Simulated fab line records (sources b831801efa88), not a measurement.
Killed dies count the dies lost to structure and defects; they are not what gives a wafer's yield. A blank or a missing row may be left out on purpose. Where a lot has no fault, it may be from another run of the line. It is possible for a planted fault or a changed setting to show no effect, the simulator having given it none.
fab line records -- flow sky130
[record] lots = 6, wafers = 18, last-day = 50
route steps=708 shown SONOS_TUNNEL@156 SONOS_ONO@168 PAD_OPEN@708
lots with no fault: from the same line, run without faults
start-h: start of the lot's first displayed wafer, in hours after the record's first day -- wait-h: hours from the lot's prior step to this one -- " identical to the entry in the row above -- L1.1+2: several wafers, shown together as one row -- - no value present, or no start provided -- * or withheld: withheld -- < > ~ a bound
route shown NAME@n: names a module that has steps shown in the file, with the first one's number in the route -- usual: mean and standard deviation over wafers with no fault -- same: alike in all rows -- chamber/n: place in a boat -- sites: readings site by site -- _std_site: the standard deviation of these -- _edge_site: mean of outer sites minus mean of inner sites -- radius-mm: for every site, how far away it sits from the centre of the wafer -- mask NAME#n: copy n -- behind: the last tool/chamber to shape the wafer -- hold: what put the lot on hold/how long, in hours/how the hold closed -- device: transistor that didn't switch, given as n, p or np -- end of line: tests of these same wafers at the route's end -- a step with no rows: only its recipe -- killed: dies lost to structure and defects at the first sort, not the wafer's yield -- map: dies across one wafer; x = killed, . = not, _ = none there
set.NAME: the setting the step ran with; set.NAME@STEP: the setting that earlier step ran with -- model.NAME: the simulator's own value behind a step, which no gauge read
a table for each step, a row for each wafer; lots at some steps of the route
services: a tool's chamber out of use, with start hour (start-h, from the record's first day; less than 0 if before it), hours out, and reason
[[steps]]
[step SKY_SONOS_TUNNEL_COAT_02]
[recipe] resist = NOVOLAK, spin-rpm = 3000, resist-thk-nm = 1140
[step SKY_SONOS_TUNNEL_SOFTBAKE_03]
[recipe] temp-c = 90, time-s = 60, resist = NOVOLAK
[step SKY_SONOS_TUNNEL_EXPOSE_04]
[recipe] mask-id = TUNM, na = 0.6, source-shape = conventional, sigma-outer = 0.6, polarization = unpolarized, target-cd-nm = 410, dose-mj = 136
[step SKY_SONOS_TUNNEL_PEB_05]
[recipe] temp-c = withheld, time-s = *, resist = NOVOLAK
[step SKY_SONOS_TUNNEL_DEVELOP_06]
[recipe] resist = NOVOLAK, developer = TMAH, develop-time-s = 60, dev-temp-c = 23
[step SKY_SONOS_TUNNEL_CD_MEAS_07]
[recipe] target-cd-nm = 410
[usual] cd-nm = 409.5/2.6
lot.wafer,tool,chamber,start-h,wait-h,cd-nm
L353.1,cd-sem-02,-,332.36,0.1,407.9
L353.3,cd-sem-02,-,332.36,0.1,408.5
L353.5,cd-sem-02,-,332.36,0.1,407.8
L354.3,cd-sem-01,-,343.56,0.1,408.9
L354.4,cd-sem-01,-,343.56,0.1,412.7
L354.5,cd-sem-01,-,343.56,0.1,409.9
L357.1,cd-sem-01,-,358.00,0.1,408.8
L357.3,cd-sem-01,-,358.00,0.1,407.3
L357.6,cd-sem-01,-,358.00,0.1,408.6
L366.1,cd-sem-02,-,421.20,0.1,411.2
L366.3,cd-sem-02,-,421.20,0.1,409.1
L366.5,cd-sem-02,-,421.20,0.1,410.7
L365.1,cd-sem-01,-,422.26,0.1,410.1
L365.3,cd-sem-01,-,422.26,0.1,411.1
L365.5,cd-sem-01,-,422.26,0.1,407.5
L367.2,cd-sem-01,-,432.33,0.1,409.2
L367.5,cd-sem-01,-,432.33,0.1,410.7
L367.6,cd-sem-01,-,432.33,0.1,411.3
[step SKY_SONOS_TUNNEL_OVL_MEAS_08]
[usual] SONOS_TUNNEL_OVL = -0.5/1.3
lot.wafer,tool,chamber,start-h,wait-h,SONOS_TUNNEL_OVL[nm]
L353.1,overlay-01,-,332.48,0.1,-3.1
L353.3,overlay-01,-,332.48,0.1,-3.5
L353.5,overlay-01,-,332.48,0.1,-3.1
L354.3,overlay-02,-,343.65,0.1,1.6
L354.4,overlay-02,-,343.65,0.1,0.1
L354.5,overlay-02,-,343.65,0.1,1.6
L357.1,overlay-02,-,358.12,0.1,-1.2
L357.3,overlay-02,-,358.12,0.1,-2.0
L357.6,overlay-02,-,358.12,0.1,-1.1
L366.1,overlay-01,-,421.32,0.1,-2.5
L366.3,overlay-01,-,421.32,0.1,-1.7
L366.5,overlay-01,-,421.32,0.1,-2.5
L365.1,overlay-02,-,422.38,0.1,-0.9
L365.3,overlay-02,-,422.38,0.1,0.1
L365.5,overlay-02,-,422.38,0.1,-0.4
L367.2,overlay-01,-,432.44,0.1,-0.3
L367.5,overlay-01,-,432.44,0.1,1.0
L367.6,overlay-01,-,432.44,0.1,-0.4
[step SKY_SONOS_TUNNEL_IMPLANT_09]
[recipe] species = B, energy-kev = 20, dose-cm2 = 1e+12, tilt-deg = withheld
[step SKY_SONOS_TUNNEL_WET_ETCH_10]
[recipe] chemistry = dHF, target-depth-nm = 14, target = SiO2, dilution = 100:1, temp-c = 25, time-s = 280
[step SKY_SONOS_TUNNEL_STRIP_11]
[recipe] chemistry = SPM, time-s = 600, temp-c = 130
[step SKY_SONOS_TUNNEL_TW_MEAS_12]
[usual] SONOS_TUNNEL_TW = 197.0/1.4
lot.wafer,tool,chamber,start-h,wait-h,SONOS_TUNNEL_TW
L353.1,film-metro-03,-,332.93,0.0,196.3
L353.3,film-metro-03,-,332.93,0.0,196.5
L353.5,film-metro-03,-,332.93,0.0,197.1
L354.3,film-metro-03,-,344.10,0.0,196.2
L354.4,film-metro-03,-,344.10,0.0,197.8
L354.5,film-metro-03,-,344.10,0.0,197.5
L357.1,film-metro-04,-,358.57,0.0,197.3
L357.3,film-metro-04,-,358.57,0.0,198.8
L357.6,film-metro-04,-,358.57,0.0,198.5
L366.1,film-metro-01,-,421.79,0.0,194.6
L366.3,film-metro-01,-,421.79,0.0,195.2
L366.5,film-metro-01,-,421.79,0.0,195.3
L365.1,film-metro-01,-,422.84,0.0,196.0
L365.3,film-metro-01,-,422.84,0.0,195.7
L365.5,film-metro-01,-,422.84,0.0,194.8
L367.2,film-metro-03,-,432.93,0.0,196.4
L367.5,film-metro-03,-,432.93,0.0,196.4
L367.6,film-metro-03,-,432.93,0.0,196.8
[step SKY_SONOS_TUNNEL_CLEAN_13]
[recipe] chemistry = dHF, time-s = 20, dilution = 100:1, dry = ipa-marangoni
[step SKY_SONOS_ONO_OXIDATION_00]
[recipe] temp-c = 800, ambient = O2, idle-temp-c = 700, ramp-up-c-per-min = 10, ramp-down-c-per-min = 3, stabilise-s = 600, purge-s = 300, target-thk-a = 26, ox-time-s = 1249
[usual] spike-tc-bottom-C = 818.3/2.3, spike-tc-centre-C = 801.4/1.2, spike-tc-lower-C = 801.1/1.2, spike-tc-top-C = 812.9/1.5, spike-tc-upper-C = 799.9/1, tube-center-temp-C = 799.99/0.066, tube_center_temp_C_max = 802.0/0.34, zone-power-upper-pct = 13.9/0.53
lot.wafer,tool,chamber,start-h,wait-h,spike-tc-bottom-C,spike-tc-centre-C,spike-tc-lower-C,spike-tc-top-C,spike-tc-upper-C,tube-center-temp-C,tube_center_temp_C_max,zone-power-upper-pct,model.SiO2_of_SONOS_ONO_OXIDATION_00.thk-nm
L353.1,furnace-01,0,334.75,1.8,823.2,805.1,805.1,817.2,803.3,804.11,806.0,14.2,2.789
L353.3,furnace-01,0,334.75,1.8,822.9,805.1,804.9,819.5,804.8,803.98,806.5,14.4,2.751
L353.5,furnace-01,0,334.75,1.8,824.7,806.2,802.5,815.8,803.6,804.04,806.3,14.3,2.72
L354.3,furnace-01,0,344.16,0.0,823.8,804.8,806.0,816.4,804.5,803.96,806.4,14.3,2.797
L354.4,furnace-01,0,344.16,0.0,822.5,805.7,803.8,816.9,804.6,803.96,805.8,14.2,2.756
L354.5,furnace-01,0,344.16,0.0,823.0,807.5,806.7,817.2,806.3,804.11,806.1,14.2,2.76
L357.1,furnace-02,0,359.57,0.9,814.9,800.2,799.8,810.4,800.0,799.99,802.1,12.8,2.618
L357.3,furnace-02,0,359.57,0.9,815.2,800.9,799.7,810.8,798.8,800.11,802.3,12.9,2.622
L357.6,furnace-02,0,359.57,0.9,815.1,798.9,801.0,810.0,798.2,800.06,802.6,13.1,2.601
L365.1,furnace-01,0,423.09,0.2,817.9,802.2,801.9,814.2,799.6,800.08,802.2,14.2,2.558
L365.3,furnace-01,0,423.09,0.2,820.3,800.8,803.4,811.7,799.9,799.92,801.6,14.1,2.613
L365.5,furnace-01,0,423.09,0.2,820.1,802.5,800.9,814.7,801.6,800,802.1,14.1,2.667
L366.1,furnace-01,0,423.09,1.2,820.2,801.9,798.6,813.1,800.2,800.03,802.2,14.0,2.57
L366.3,furnace-01,0,423.09,1.2,819.1,802.2,802.8,812.1,800.1,799.91,801.9,14.2,2.607
L366.5,furnace-01,0,423.09,1.2,818.8,801.3,802.5,812.8,800.8,800.01,801.9,13.9,2.556
L367.2,furnace-01,0,432.99,0.0,819.5,801.8,801.7,814.5,799.7,799.86,801.5,13.9,2.665
L367.5,furnace-01,0,432.99,0.0,819.2,802.0,799.5,813.3,801.2,799.96,802.9,14.1,2.658
L367.6,furnace-01,0,432.99,0.0,821.7,801.8,802.0,812.2,801.7,799.96,802.6,14.0,2.609
[step SKY_SONOS_ONO_THK_MEAS_01]
[recipe] reads = SiO2_of_SONOS_ONO_OXIDATION_00
[usual] SONOS_ONO_OXIDATION_THK = 2.62/0.049
lot.wafer,tool,chamber,start-h,wait-h,SONOS_ONO_OXIDATION_THK[nm]
L353.1,film-metro-04,-,336.10,0.0,2.76
L353.3,film-metro-04,-,336.10,0.0,2.72
L353.5,film-metro-04,-,336.10,0.0,2.73
L354.3,film-metro-03,-,345.53,0.0,2.83
L354.4,film-metro-03,-,345.53,0.0,2.77
L354.5,film-metro-03,-,345.53,0.0,2.77
L357.1,film-metro-04,-,360.92,0.0,2.57
L357.3,film-metro-04,-,360.92,0.0,2.59
L357.6,film-metro-04,-,360.92,0.0,2.62
L365.1,film-metro-04,-,424.44,0.0,2.52
L365.3,film-metro-04,-,424.44,0.0,2.67
L365.5,film-metro-04,-,424.44,0.0,2.68
L366.1,film-metro-02,-,424.44,0.0,2.61
L366.3,film-metro-02,-,424.44,0.0,2.57
L366.5,film-metro-02,-,424.44,0.0,2.66
L367.2,film-metro-03,-,434.35,0.0,2.70
L367.5,film-metro-03,-,434.35,0.0,2.64
L367.6,film-metro-03,-,434.35,0.0,2.61
[step SKY_SONOS_ONO_CVD_02]
[recipe] material = Si3N4, precursor = DCS/NH3, target-thk-nm = 10.5, temp-c = 770, time-s = 180, pressure-mtorr = 250
[step SKY_PAD_OPEN_PROBE_99]
[usual] killed_at_M0_to_M3 = 43/6.8, killed_at_M4_up = 3.0/1.8, killed-at-contacts = 23/5.4, killed-at-front-end = 15/4.4, killed-at-other = 0.3/0.51, killed-dies = 85/9.2, killed-open = 47/6.8, killed-short = 39/6.8
[same] gross-dies = 492, killed-at-back-side = 0
lot.wafer,tool,chamber,start-h,wait-h,killed_at_M0_to_M3,killed_at_M4_up,killed-at-contacts,killed-at-front-end,killed-at-other,killed-dies,killed-open,killed-short,model.etest.sonos-erased.vt-v
L353.1,prober-02,-,1145.92,0.1,58,5,17,18,0,98,55,43,-2.043
L353.3,prober-02,-,1146.02,0.2,50,4,26,15,0,95,42,53,-2.119
L353.5,prober-02,-,1146.12,0.2,54,1,17,13,0,85,50,35,-2.204
L354.3,prober-01,-,1147.17,0.2,43,1,22,25,0,91,48,43,-2.182
L354.4,prober-01,-,1147.22,0.2,38,4,26,18,0,86,43,43,-2.267
L354.5,prober-01,-,1147.27,0.2,46,1,24,13,0,84,46,38,-2.227
L357.1,prober-01,-,1155.84,0.1,40,4,24,15,1,84,39,45,-2.341
L357.3,prober-01,-,1155.94,0.2,40,0,30,14,0,84,44,40,-2.252
L357.6,prober-01,-,1156.09,0.2,42,4,26,17,0,89,51,37,-2.277
L366.1,prober-01,-,1194.13,0.1,37,6,22,9,1,75,38,37,-2.345
L366.3,prober-01,-,1194.23,0.2,34,3,17,10,1,65,49,16,-2.307
L366.5,prober-01,-,1194.33,0.2,47,4,22,12,0,85,45,40,-2.352
L365.1,prober-02,-,1197.87,0.1,46,3,27,10,0,86,50,36,-2.321
L365.3,prober-02,-,1197.97,0.2,45,6,22,13,0,86,47,39,-2.316
L365.5,prober-02,-,1198.07,0.2,40,0,35,14,0,89,57,32,-2.245
L367.2,prober-01,-,1199.59,0.1,41,2,26,10,0,79,38,41,-2.271
L367.5,prober-01,-,1199.74,0.2,50,1,25,12,0,88,41,47,-2.232
L367.6,prober-01,-,1199.79,0.2,58,2,30,13,0,103,49,54,-2.279
// killed by level:class
L353.1 VIA1:geometric-particle:open=16 VIA2:geometric-particle:open=13 FIELD_ISO:geometric-particle:open=9 VIA1:geometric-particle:short=7 METAL1:geometric-particle:short=5 LOCAL_INTERCONNECT:geometric-particle:short=5 VIA3:geometric-particle:open=5 METAL2:geometric-particle:short=5
L353.3 VIA1:geometric-particle:open=13 METAL1:geometric-particle:short=8 LI_CONTACT:geometric-particle:open=7 CONTACT:geometric-particle:short=7 VIA1:geometric-particle:short=7 METAL2:geometric-particle:short=6 VIA2:geometric-particle:open=6 LOCAL_INTERCONNECT:geometric-particle:short=5
L353.5 VIA1:geometric-particle:open=16 VIA1:geometric-particle:short=7 CONTACT:geometric-particle:short=5 CONTACT:geometric-particle:open=5 VIA2:geometric-particle:short=5 VIA2:geometric-particle:open=5 VIA3:geometric-particle:open=5 METAL1:geometric-particle:short=4
L354.3 VIA3:geometric-particle:open=10 CONTACT:geometric-particle:short=8 POLY_GATE:geometric-particle:open=7 POLY_GATE:geometric-particle:short=6 VIA2:geometric-particle:open=6 CONTACT:geometric-particle:open=6 METAL1:geometric-particle:short=5 VIA1:geometric-particle:open=5
L354.4 VIA1:geometric-particle:open=10 CONTACT:geometric-particle:open=8 POLY_GATE:geometric-particle:short=7 CONTACT:geometric-particle:short=7 LI_CONTACT:geometric-particle:open=7 POLY_GATE:geometric-particle:open=5 METAL1:geometric-particle:short=5 METAL2:geometric-particle:short=5
L354.5 LI_CONTACT:geometric-particle:open=10 VIA2:geometric-particle:open=10 VIA1:geometric-particle:open=8 METAL1:geometric-particle:short=7 CONTACT:geometric-particle:open=6 POLY_GATE:geometric-particle:short=5 METAL3:geometric-particle:short=5 LOCAL_INTERCONNECT:geometric-particle:short=4
L357.1 CONTACT:geometric-particle:open=9 VIA1:geometric-particle:short=8 VIA3:geometric-particle:open=7 VIA3:geometric-particle:short=5 POLY_GATE:geometric-particle:open=5 LI_CONTACT:geometric-particle:open=5 POLY_GATE:geometric-particle:short=4 METAL1:geometric-particle:short=4
L357.3 LI_CONTACT:geometric-particle:open=14 VIA1:geometric-particle:open=9 METAL1:geometric-particle:short=7 CONTACT:geometric-particle:short=6 VIA3:geometric-particle:open=6 FIELD_ISO:geometric-particle:short=5 LI_CONTACT:geometric-particle:short=5 METAL2:geometric-particle:short=4
L357.6 LI_CONTACT:geometric-particle:open=9 CONTACT:geometric-particle:open=9 VIA1:geometric-particle:open=8 METAL2:geometric-particle:short=8 POLY_GATE:geometric-particle:open=5 VIA1:geometric-particle:short=5 VIA3:geometric-particle:open=5 POLY_GATE:geometric-particle:short=4
L366.1 CONTACT:geometric-particle:open=9 VIA1:geometric-particle:short=8 METAL1:geometric-particle:short=7 VIA1:geometric-particle:open=7 LI_CONTACT:geometric-particle:open=6 METAL4:geometric-particle:short=5 VIA3:geometric-particle:open=5 POLY_GATE:geometric-particle:open=4
L366.3 VIA1:geometric-particle:open=17 LI_CONTACT:geometric-particle:open=7 CONTACT:geometric-particle:open=4 METAL2:geometric-particle:open=4 FIELD_ISO:geometric-particle:open=3 VIA2:geometric-particle:open=3 VIA3:geometric-particle:open=3 FIELD_ISO:geometric-particle:short=2
L366.5 VIA1:geometric-particle:open=13 CONTACT:geometric-particle:open=10 METAL1:geometric-particle:short=8 LI_CONTACT:geometric-particle:open=7 VIA1:geometric-particle:short=6 VIA3:geometric-particle:short=6 METAL3:geometric-particle:short=4 FIELD_ISO:geometric-particle:open=3
L365.1 VIA3:geometric-particle:open=12 CONTACT:geometric-particle:open=11 VIA1:geometric-particle:open=11 VIA2:geometric-particle:open=8 FIELD_ISO:geometric-particle:short=5 LI_CONTACT:geometric-particle:short=4 LI_CONTACT:geometric-particle:open=4 LOCAL_INTERCONNECT:geometric-particle:short=4
L365.3 VIA2:geometric-particle:open=10 CONTACT:geometric-particle:open=9 VIA1:geometric-particle:open=6 METAL2:geometric-particle:short=6 VIA3:geometric-particle:open=6 CONTACT:geometric-particle:short=5 METAL1:geometric-particle:short=5 LOCAL_INTERCONNECT:geometric-particle:short=4
L365.5 LI_CONTACT:geometric-particle:open=11 VIA1:geometric-particle:open=9 CONTACT:geometric-particle:open=8 VIA2:geometric-particle:open=8 CONTACT:geometric-particle:short=6 LOCAL_INTERCONNECT:geometric-particle:short=5 VIA3:geometric-particle:open=5 FIELD_ISO:geometric-particle:open=4
L367.2 METAL2:geometric-particle:short=10 CONTACT:geometric-particle:open=8 VIA1:geometric-particle:open=6 VIA3:geometric-particle:open=6 LOCAL_INTERCONNECT:geometric-particle:short=5 LI_CONTACT:geometric-particle:open=5 VIA2:geometric-particle:short=4 FIELD_ISO:geometric-particle:short=3
L367.5 LI_CONTACT:geometric-particle:open=8 METAL1:geometric-particle:short=8 CONTACT:geometric-particle:open=6 METAL3:geometric-particle:short=6 VIA2:geometric-particle:open=6 VIA3:geometric-particle:open=6 VIA1:geometric-particle:open=5 FIELD_ISO:geometric-particle:short=4
L367.6 VIA2:geometric-particle:open=12 METAL2:geometric-particle:short=11 LI_CONTACT:geometric-particle:open=9 CONTACT:geometric-particle:open=8 POLY_GATE:geometric-particle:short=7 METAL1:geometric-particle:short=7 VIA1:geometric-particle:open=7 CONTACT:geometric-particle:short=6
[[services]]
tool,chamber,start-h,hours,kind
furnace-01,-,401.63,3.1,pm
furnace-01,-,418.75,2.9,pm
[[key]]
[first-sign] step = SKY_SONOS_ONO_OXIDATION_00, reading = tube-center-temp-C, direction = up, sigmas = 50, usual = *, struck = *
[effect] step = SKY_SONOS_ONO_OXIDATION_00, reading = tube_center_temp_C_max, direction = up, sigmas = 12, usual = *, struck = *
[effect] step = SKY_SONOS_ONO_THK_MEAS_01, reading = SONOS_ONO_OXIDATION_THK, direction = up, sigmas = 3, usual = 2.62, struck = 2.77
[model-effect] step = SKY_SONOS_ONO_OXIDATION_00, value = SiO2_of_SONOS_ONO_OXIDATION_00.thk-nm, without = 2.609, struck = 2.762
[model-effect] step = SKY_PAD_OPEN_PROBE_99, value = etest.sonos-erased.vt-v, without = -2.296, struck = -2.174
met-at SKY_SONOS_ONO_OXIDATION_00
struck-wafers L353.1,L353.3,L353.5,L354.3,L354.4,L354.5
tester-left-out L353,L354
[fault] kind = process-parameter-drift, tool = furnace-01, chamber = -, onset-h = 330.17, steps = SKY_SONOS_ONO_OXIDATION_00, channel = temp-c, offset = *, shape = step, end-h = 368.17, acts-in = *, stated = *
// tester-left-out: of these lots the tester's yield and bins aren't shown, on N5 and GAA mostly nor the transistor test; their killed dies are dies lost to structure and defects alone, not to doping, threshold or leakage, so they don't give the yield
